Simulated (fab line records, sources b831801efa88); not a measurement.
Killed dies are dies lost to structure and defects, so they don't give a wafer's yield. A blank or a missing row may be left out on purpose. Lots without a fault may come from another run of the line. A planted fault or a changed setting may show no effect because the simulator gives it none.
fab line records | flow sky130
record lots=7 wafers=18 last_day=50
route steps=708 shown PWDE@54 NWELL@56 PAD_OPEN@708
lots that met no fault: from a run of the same line without faults
start_h: hours from the record's first day to the start of the lot's first wafer shown | wait_h: hours since the lot's step before | " the same as in the row above | L1.1+2: a row that stands for several wafers | - no value, or no start given | * or withheld: withheld | < > ~ a bound
route shown NAME@n: a module of which the file shows steps, and the number in the route of the first | usual: mean/standard deviation of fault-free wafers | same: alike in all rows | chamber/n: place in a boat | sites: the reading at each site | _std_site: their standard deviation | _edge_site: outer sites' mean less inner sites' | radius_mm: how far each site lies from the wafer's centre | mask NAME#n: copy n | behind: the tool/chamber that last shaped the wafer | hold: why the lot was held/for how many hours/how that ended | device: the transistor (n, p or np) that didn't switch | end of line: the same wafers' tests at the end of the route | a step without rows: its recipe alone | killed: dies lost to structure and defects at the first sort, not the wafer's yield | map: a wafer's dies, x killed, . not, _ none there
set.NAME: the setting as run; set.NAME@STEP: as run at that earlier step | model.NAME: the simulator's own value behind a step, which no gauge read
lots at some steps of the route; a table a step, a row a wafer
services: from which hour (start_h, from the record's first day; less than 0 if before it) a tool's chamber was out of use, for how many hours, and why
## steps
# step SKY_PWDE_STRIP_09
# recipe chemistry=O2/N2 power_w=1400 pressure_mtorr=1500 platen_temp_c=withheld o2_flow_sccm=3000 n2_flow_sccm=300 overash_fraction=0.5
# usual drypump_motor_current_A=5.3/0.48 n2_flow_sccm=300.0/0.85 o2_flow_sccm=3001/8.9 oes_product_au=0.723/0.0043 strip_time_to_endpoint_s=36.91/0.093
# columns lot.wafer tool chamber start_h wait_h drypump_motor_current_A n2_flow_sccm o2_flow_sccm oes_product_au rf_hours_counter_h strip_time_to_endpoint_s
L567.2 plasma_asher-01 0 69.46 0.1 5.9 301.8 2998 0.717 37 37.05
L567.4 " 1 " " 4.6 300.6 2985 0.722 - 37.09
L567.5 " 0 " " 5.9 300.4 2997 0.724 - 36.98
L574.1 plasma_asher-03 0 114.50 0.1 5.4 301.3 3014 0.721 42 37.19
L574.3 " 0 " " 5.4 300.3 3002 0.724 - 37.07
L577.3 plasma_asher-02 1 129.48 0.1 5.4 299.8 3012 0.720 - 36.83
L577.4 " 0 " " 5.1 300.3 2996 0.717 - 36.88
L580.3 plasma_asher-03 0 141.93 0.1 5.4 299.9 3002 0.722 - 36.97
L580.4 " 1 " " 5.2 299.6 3013 0.722 - 36.78
L583.3 plasma_asher-01 1 154.73 0.1 4.6 301.2 3002 0.719 - 36.80
L583.4 " 0 " " 5.9 299.3 3004 0.723 - 36.92
L583.5 " 1 " " 4.6 300.6 2990 0.719 - 37.02
L584.2 plasma_asher-01 1 160.76 0.1 4.7 300.2 3005 0.717 4 37.04
L584.3 " 0 " " 5.9 300.7 3003 0.719 - 37.00
L584.6 " 0 " " 5.9 300.2 3001 0.725 - 36.93
L588.2 plasma_asher-02 1 197.40 0.1 5.4 300.4 3004 0.717 39 36.86
L588.3 " 0 " " 5.1 300.7 2994 0.719 - 37.03
L588.6 " 1 " " 5.4 301.0 3001 0.721 - 36.95
# step SKY_PWDE_TW_MEAS_10
# usual PWDE_TW=374.6/2.8
# columns lot.wafer tool chamber start_h wait_h PWDE_TW
L567.2 film_metro-03 - 69.57 0.1 377.7
L567.4 " - " " 378.2
L567.5 " - " " 376.8
L574.1 film_metro-03 - 114.60 0.1 379.6
L574.3 " - " " 378.3
L577.3 film_metro-03 - 129.57 0.1 374.3
L577.4 " - " " 374.0
L580.3 film_metro-04 - 142.02 0.1 371.2
L580.4 " - " " 372.7
L583.3 film_metro-01 - 154.82 0.1 370.2
L583.4 " - " " 370.2
L583.5 " - " " 373.8
L584.2 film_metro-01 - 160.87 0.1 371.6
L584.3 " - " " 371.4
L584.6 " - " " 370.5
L588.2 film_metro-01 - 197.51 0.1 372.7
L588.3 " - " " 373.8
L588.6 " - " " 375.8
# step SKY_NWELL_DEHYDRATE_03
# recipe temp_c=200 time_s=60
# step SKY_NWELL_HMDS_04
# recipe prime_time_s=60 prime_temp_c=120
# step SKY_NWELL_COAT_05
# recipe spin_rpm=2000 resist_thk_nm=3000
# step SKY_NWELL_SOFTBAKE_06
# recipe temp_c=110 time_s=withheld
# step SKY_NWELL_EXPOSE_07
# recipe mask_id=NWM na=0.6 source_shape=conventional sigma_outer=0.6 polarization=unpolarized target_cd_nm=840 dose_mj=255
# step SKY_NWELL_PEB_08
# recipe temp_c=115 time_s=withheld
# step SKY_NWELL_DEVELOP_09
# recipe wall_angle_deg=90 developer=TMAH develop_time_s=60 dev_temp_c=23
# step SKY_NWELL_OVL_MEAS_10
# usual NWELL_00_OVL=1.7/1.5
# columns lot.wafer tool chamber start_h wait_h NWELL_00_OVL[nm]
L567.2 overlay-01 - 85.47 - 0.9
L567.4 " - " " 0.8
L567.5 " - " " 0.4
L574.1 overlay-01 - 133.17 - -0.4
L574.3 " - " " 1.6
L577.3 overlay-01 - 148.22 - 3.5
L577.4 " - " " 2.9
L580.3 overlay-01 - 159.97 - 1.0
L580.4 " - " " 2.1
L583.3 overlay-02 - 174.28 - 2.2
L583.4 " - " " 1.2
L583.5 " - " " 2.1
L584.2 overlay-02 - 179.47 - 3.2
L584.3 " - " " 1.2
L584.6 " - " " 1.3
L588.2 overlay-01 - 219.32 - 2.5
L588.3 " - " " 3.1
L588.6 " - " " 1.9
# step SKY_NWELL_IMPLANT_11
# recipe species=P energy_kev=400 dose_cm2=1.9e+13 tilt_deg=withheld
# step SKY_NWELL_IMPLANT_12
# recipe species=P energy_kev=120 dose_cm2=1.3e+12 tilt_deg=withheld
# step SKY_NWELL_IMPLANT_13
# recipe species=P energy_kev=50 dose_cm2=7e+11 tilt_deg=withheld
# usual beam_on_s=10.01/0.2 faraday_current_uA=3.95/0.078
# same implant_ion_amu=31
# columns lot.wafer tool chamber start_h wait_h beam_on_s faraday_current_uA
L567.2 implanter-03 0 85.82 0.1 10.04 3.92
L567.4 " 0 " " 10.03 3.92
L567.5 " 0 " " 9.77 4.03
L574.1 implanter-02 0 133.50 0.1 11.48 3.44
L574.3 " 0 " " 11.27 3.52
L577.3 implanter-02 0 148.60 0.1 11.42 3.45
L577.4 " 0 " " 10.01 3.97
L580.3 implanter-02 0 160.35 0.1 11.34 3.48
L580.4 " 0 " " 10.13 3.90
L583.3 implanter-03 0 174.65 0.1 10.67 3.70
L583.4 " 0 " " 9.88 4.02
L583.5 " 0 " " 9.50 4.14
L584.2 implanter-04 0 179.83 0.1 10.22 3.88
L584.3 " 0 " " 9.98 3.98
L584.6 " 0 " " 10.28 3.85
L588.2 implanter-02 0 219.67 0.1 9.91 3.95
L588.3 " 0 " " 10.02 3.93
L588.6 " 0 " " 9.83 3.99
# step SKY_NWELL_STRIP_14
# recipe chemistry=O2/N2 power_w=1400 pressure_mtorr=1500 platen_temp_c=withheld o2_flow_sccm=3000 n2_flow_sccm=300 overash_fraction=0.5
# usual drypump_motor_current_A=5.2/0.44 n2_flow_sccm=299.9/0.93 o2_flow_sccm=3000/9.8 oes_product_au=0.722/0.0047 strip_time_to_endpoint_s=36.93/0.096
# columns lot.wafer tool chamber start_h wait_h drypump_motor_current_A n2_flow_sccm o2_flow_sccm oes_product_au rf_hours_counter_h strip_time_to_endpoint_s
L567.2 plasma_asher-02 1 85.95 0.1 5.4 301.2 2997 0.718 28 36.92
L567.4 " 1 " " 5.4 302.2 2994 0.723 - 36.96
L567.5 " 1 " " 5.4 301.4 3005 0.729 - 36.82
L574.1 plasma_asher-01 1 133.65 0.1 4.6 300.4 3007 0.722 1 37.02
L574.3 " 0 " " 5.9 299.6 2986 0.726 - 37.17
L577.3 plasma_asher-02 0 148.73 0.1 5.1 300.2 3008 0.718 - 36.91
L577.4 " 1 " " 5.4 299.9 2994 0.713 - 37.01
L580.3 plasma_asher-01 1 160.48 0.1 4.6 298.1 2992 0.720 - 36.80
L580.4 " 0 " " 5.9 299.2 3005 0.729 - 36.83
L583.3 plasma_asher-04 1 174.79 0.1 5.2 301.8 3002 0.721 - 37.08
L583.4 " 0 " " 4.9 298.4 3004 0.725 - 37.08
L583.5 " 0 " " 4.9 298.6 3000 0.724 - 37.09
L584.2 plasma_asher-02 1 179.95 0.1 5.4 298.9 2999 0.725 37 36.86
L584.3 " 0 " " 5.1 300.5 2999 0.726 - 36.82
L584.6 " 1 " " 5.4 299.6 3000 0.720 - 36.94
L588.2 plasma_asher-04 0 219.80 0.1 4.9 298.6 2977 0.728 52 36.97
L588.3 " 0 " " 4.9 298.0 2995 0.733 - 36.97
L588.6 " 1 " " 5.2 300.8 2992 0.718 - 37.10
# step SKY_PAD_OPEN_PROBE_99
# usual killed_at_M0_to_M3=43/6 killed_at_M4_up=3.2/1.9 killed_at_contacts=25/5.4 killed_at_front_end=15/4.5 killed_at_other=0.3/0.59 killed_dies=87/8.7 killed_open=47/6.7 killed_short=39/5.7
# same gross_dies=492 killed_at_back_side=0
# columns lot.wafer tool chamber start_h wait_h killed_at_M0_to_M3 killed_at_M4_up killed_at_contacts killed_at_front_end killed_at_other killed_dies killed_open killed_short model.etest.pfet_g5v0d10v5.off_log10_a_um model.etest.pfet_01v8_lvt.off_log10_a_um model.etest.pfet_g5v0d10v5.vt_sat_v model.etest.pfet_16v.vt_v model.etest.pfet_g5v0d10v5.vt_v model.etest.pfet_g5v0d10v5.vt_long_v model.etest.pfet_01v8_lvt.vt_sat_v model.etest.pfet_01v8_lvt.vt_v
L567.2 prober-01 - 1084.74 0.1 43 5 17 19 1 85 43 40 -11.92 -8.638 -0.5777 -1.064 -0.7931 -0.9044 -0.4156 -0.5135
L567.4 prober-01 - 1084.84 0.2 43 5 26 18 0 92 45 47 -12.1 -8.629 -0.5901 -1.074 -0.8058 -0.9141 -0.4174 -0.5139
L567.5 prober-01 - 1084.89 0.2 40 4 25 19 2 90 45 43 -12.06 -8.72 -0.5809 -1.066 -0.8034 -0.9059 -0.418 -0.5142
L574.1 prober-02 - 1133.24 0.1 45 7 24 14 1 91 56 35 -12.56 -9.04 -0.6358 -1.109 -0.8198 -0.9487 -0.4591 -0.5446
L574.3 prober-02 - 1133.34 0.2 47 2 30 15 0 94 49 45 -12.87 -9.062 -0.6576 -1.107 -0.8471 -0.9382 -0.4485 -0.5387
L577.3 prober-01 - 1159.33 0.2 41 3 28 11 1 84 43 41 -13.15 -9.374 -0.7078 -1.151 -0.8793 -0.9782 -0.4834 -0.5695
L577.4 prober-01 - 1159.38 0.2 36 6 33 13 0 88 45 43 -12.95 -8.922 -0.677 -1.128 -0.8581 -0.9533 -0.4566 -0.5479
L580.3 prober-02 - 1161.59 0.2 39 4 28 24 0 95 51 44 -12.77 -9.256 -0.6618 -1.116 -0.8563 -0.9454 -0.4672 -0.558
L580.4 prober-02 - 1161.64 0.2 47 6 19 15 0 87 44 43 -12.28 -8.86 -0.588 -1.079 -0.795 -0.9196 -0.4351 -0.5286
L583.3 prober-01 - 1177.63 0.2 42 4 18 11 0 75 40 35 -12.52 -8.913 -0.6286 -1.097 -0.8279 -0.9301 -0.4453 -0.5395
L583.4 prober-01 - 1177.68 0.2 38 1 26 10 0 75 40 35 -12.75 -8.929 -0.649 -1.11 -0.8423 -0.9372 -0.45 -0.5442
L583.5 prober-01 - 1177.73 0.2 39 6 32 18 0 95 54 41 -12.4 -8.935 -0.6242 -1.103 -0.8218 -0.9364 -0.4479 -0.5396
L584.2 prober-02 - 1179.08 0.1 37 0 20 7 0 64 34 30 -12.76 -9.014 -0.6655 -1.119 -0.8574 -0.945 -0.4511 -0.5378
L584.3 prober-02 - 1179.13 0.2 48 2 27 17 0 94 53 41 -12.76 -9.068 -0.653 -1.109 -0.8469 -0.9322 -0.4511 -0.5382
L584.6 prober-02 - 1179.28 0.2 35 4 31 16 0 86 44 42 -13.03 -9.271 -0.6792 -1.11 -0.862 -0.9392 -0.466 -0.5512
L588.2 prober-02 - 1208.99 0.1 42 4 20 11 0 77 38 39 -12.27 -8.728 -0.5988 -1.08 -0.8038 -0.9129 -0.4279 -0.5285
L588.3 prober-02 - 1209.04 0.2 67 3 18 13 0 101 56 45 -12.62 -8.716 -0.6393 -1.085 -0.8373 -0.9179 -0.4331 -0.5315
L588.6 prober-02 - 1209.19 0.2 48 4 20 14 0 86 42 44 -12.3 -8.546 -0.619 -1.077 -0.82 -0.9095 -0.4249 -0.522
# killed by level:class
L567.2 VIA2:geometric_particle:open=8 CONTACT:geometric_particle:open=7 VIA1:geometric_particle:short=7 VIA1:geometric_particle:open=7 METAL2:geometric_particle:short=6 LI_CONTACT:geometric_particle:open=5 FIELD_ISO:geometric_particle:short=4 FIELD_ISO:geometric_particle:open=4
L567.4 VIA1:geometric_particle:open=12 CONTACT:geometric_particle:open=8 POLY_GATE:geometric_particle:open=7 LI_CONTACT:geometric_particle:open=6 CONTACT:geometric_particle:short=6 VIA2:geometric_particle:short=5 FIELD_ISO:geometric_particle:short=4 METAL4:geometric_particle:short=4
L567.5 CONTACT:geometric_particle:open=12 METAL1:geometric_particle:short=9 VIA1:geometric_particle:open=8 POLY_GATE:geometric_particle:open=7 FIELD_ISO:geometric_particle:open=6 METAL2:geometric_particle:short=6 CONTACT:geometric_particle:short=6 METAL3:geometric_particle:short=4
L574.1 VIA1:geometric_particle:open=15 LI_CONTACT:geometric_particle:open=8 CONTACT:geometric_particle:open=8 VIA2:geometric_particle:open=8 VIA3:geometric_particle:open=7 METAL1:geometric_particle:short=5 METAL4:geometric_particle:short=5 FIELD_ISO:geometric_particle:short=4
L574.3 VIA2:geometric_particle:open=10 LI_CONTACT:geometric_particle:open=8 METAL1:geometric_particle:short=8 VIA1:geometric_particle:open=8 LOCAL_INTERCONNECT:geometric_particle:short=7 CONTACT:geometric_particle:open=6 CONTACT:geometric_particle:short=6 FIELD_ISO:geometric_particle:open=4
L577.3 VIA1:geometric_particle:open=12 CONTACT:geometric_particle:open=9 LI_CONTACT:geometric_particle:open=8 METAL2:geometric_particle:short=7 LOCAL_INTERCONNECT:geometric_particle:short=5 VIA1:geometric_particle:short=5 VIA2:geometric_particle:open=5 METAL1:geometric_particle:short=5
L577.4 CONTACT:geometric_particle:open=13 LI_CONTACT:geometric_particle:open=9 VIA1:geometric_particle:open=8 METAL1:geometric_particle:short=7 METAL4:geometric_particle:short=6 LOCAL_INTERCONNECT:geometric_particle:short=5 VIA2:geometric_particle:open=5 POLY_GATE:geometric_particle:short=4
L580.3 VIA1:geometric_particle:open=11 CONTACT:geometric_particle:open=10 FIELD_ISO:geometric_particle:short=6 METAL3:geometric_particle:short=6 FIELD_ISO:geometric_particle:open=5 LI_CONTACT:geometric_particle:open=5 VIA2:geometric_particle:open=4 POLY_GATE:geometric_particle:open=4
L580.4 VIA1:geometric_particle:open=10 CONTACT:geometric_particle:open=8 VIA3:geometric_particle:open=8 VIA1:geometric_particle:short=6 FIELD_ISO:geometric_particle:short=5 CONTACT:geometric_particle:short=5 METAL4:geometric_particle:short=5 POLY_GATE:geometric_particle:open=4
L583.3 VIA1:geometric_particle:open=7 VIA3:geometric_particle:open=7 VIA2:geometric_particle:open=6 VIA1:geometric_particle:short=6 METAL2:geometric_particle:short=6 FIELD_ISO:geometric_particle:short=5 LI_CONTACT:geometric_particle:open=5 CONTACT:geometric_particle:short=5
L583.4 CONTACT:geometric_particle:open=8 VIA1:geometric_particle:open=7 LOCAL_INTERCONNECT:geometric_particle:short=6 METAL1:geometric_particle:short=6 METAL2:geometric_particle:short=6 LI_CONTACT:geometric_particle:open=5 VIA3:geometric_particle:open=5 FIELD_ISO:geometric_particle:short=4
L583.5 CONTACT:geometric_particle:open=12 LI_CONTACT:geometric_particle:open=9 VIA1:geometric_particle:open=9 VIA1:geometric_particle:short=7 LI_CONTACT:geometric_particle:short=6 FIELD_ISO:geometric_particle:open=5 FIELD_ISO:geometric_particle:short=5 METAL4:geometric_particle:short=5
L584.2 CONTACT:geometric_particle:open=7 VIA1:geometric_particle:open=7 METAL1:geometric_particle:short=6 VIA3:geometric_particle:open=6 CONTACT:geometric_particle:short=5 VIA2:geometric_particle:open=5 FIELD_ISO:geometric_particle:short=4 LI_CONTACT:geometric_particle:short=3
L584.3 CONTACT:geometric_particle:open=10 METAL2:geometric_particle:short=9 METAL1:geometric_particle:open=8 VIA1:geometric_particle:open=7 LI_CONTACT:geometric_particle:short=6 VIA3:geometric_particle:open=6 VIA2:geometric_particle:open=6 METAL1:geometric_particle:short=5
L584.6 CONTACT:geometric_particle:short=9 LI_CONTACT:geometric_particle:open=8 CONTACT:geometric_particle:open=8 VIA1:geometric_particle:open=7 METAL3:geometric_particle:short=6 METAL1:geometric_particle:short=6 FIELD_ISO:geometric_particle:short=5 VIA3:geometric_particle:open=4
L588.2 CONTACT:geometric_particle:open=8 METAL1:geometric_particle:short=8 VIA1:geometric_particle:open=7 VIA3:geometric_particle:open=7 METAL2:geometric_particle:short=6 POLY_GATE:geometric_particle:short=5 LOCAL_INTERCONNECT:geometric_particle:short=5 VIA2:geometric_particle:open=5
L588.3 VIA1:geometric_particle:open=15 METAL1:geometric_particle:short=12 VIA1:geometric_particle:short=9 VIA2:geometric_particle:open=9 VIA3:geometric_particle:open=7 CONTACT:geometric_particle:open=6 LI_CONTACT:geometric_particle:open=6 METAL2:geometric_particle:short=5
L588.6 VIA1:geometric_particle:open=10 VIA3:geometric_particle:open=7 METAL1:geometric_particle:short=6 VIA2:geometric_particle:open=6 VIA2:geometric_particle:short=6 POLY_GATE:geometric_particle:short=5 LI_CONTACT:geometric_particle:open=5 LOCAL_INTERCONNECT:geometric_particle:short=5
## services
# columns tool chamber start_h hours kind
plasma_asher-03 - 50.73 7.7 repair
implanter-04 - 52.20 4.8 repair
implanter-04 - 57.02 3.9 pm
implanter-04 - 60.18 1.4 repair
implanter-02 - 104.91 2.0 repair
plasma_asher-04 - 105.34 0.3 repair
plasma_asher-01 - 108.75 9.0 pm
plasma_asher-01 0 108.75 9.0 vent_cycle
plasma_asher-01 1 108.75 9.0 vent_cycle
implanter-02 - 117.67 3.9 repair
plasma_asher-01 0 117.75 - clean
plasma_asher-01 1 117.75 - clean
plasma_asher-04 - 126.24 2.8 pm
plasma_asher-01 - 144.23 0.8 repair
implanter-03 - 202.67 0.8 repair
## key
first_sign step=SKY_NWELL_IMPLANT_13 reading=beam_on_s direction=up sigmas=6.8 usual=10.01 struck=11.37
effect step=SKY_NWELL_IMPLANT_13 reading=faraday_current_uA direction=down sigmas=6 usual=3.95 struck=3.47
model_effect step=SKY_PAD_OPEN_PROBE_99 value=etest.pfet_g5v0d10v5.off_log10_a_um without=-12.4 struck=-12.84
met_at SKY_NWELL_IMPLANT_13
struck_wafers L574.1,L574.3,L577.3,L580.3
tester_left_out L574,L577,L580
fault kind=process_parameter_drift tool=implanter-02 chamber=- onset_h=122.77 steps=SKY_NWELL_IMPLANT_13 channel=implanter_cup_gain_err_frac offset=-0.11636 shape=step end_h=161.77 scope=struck_wafers_only
# tester_left_out: of these lots the tester's yield and bins aren't shown, on N5 and GAA mostly nor the transistor test; their killed dies are dies lost to structure and defects alone, not to doping, threshold or leakage, so they don't give the yield
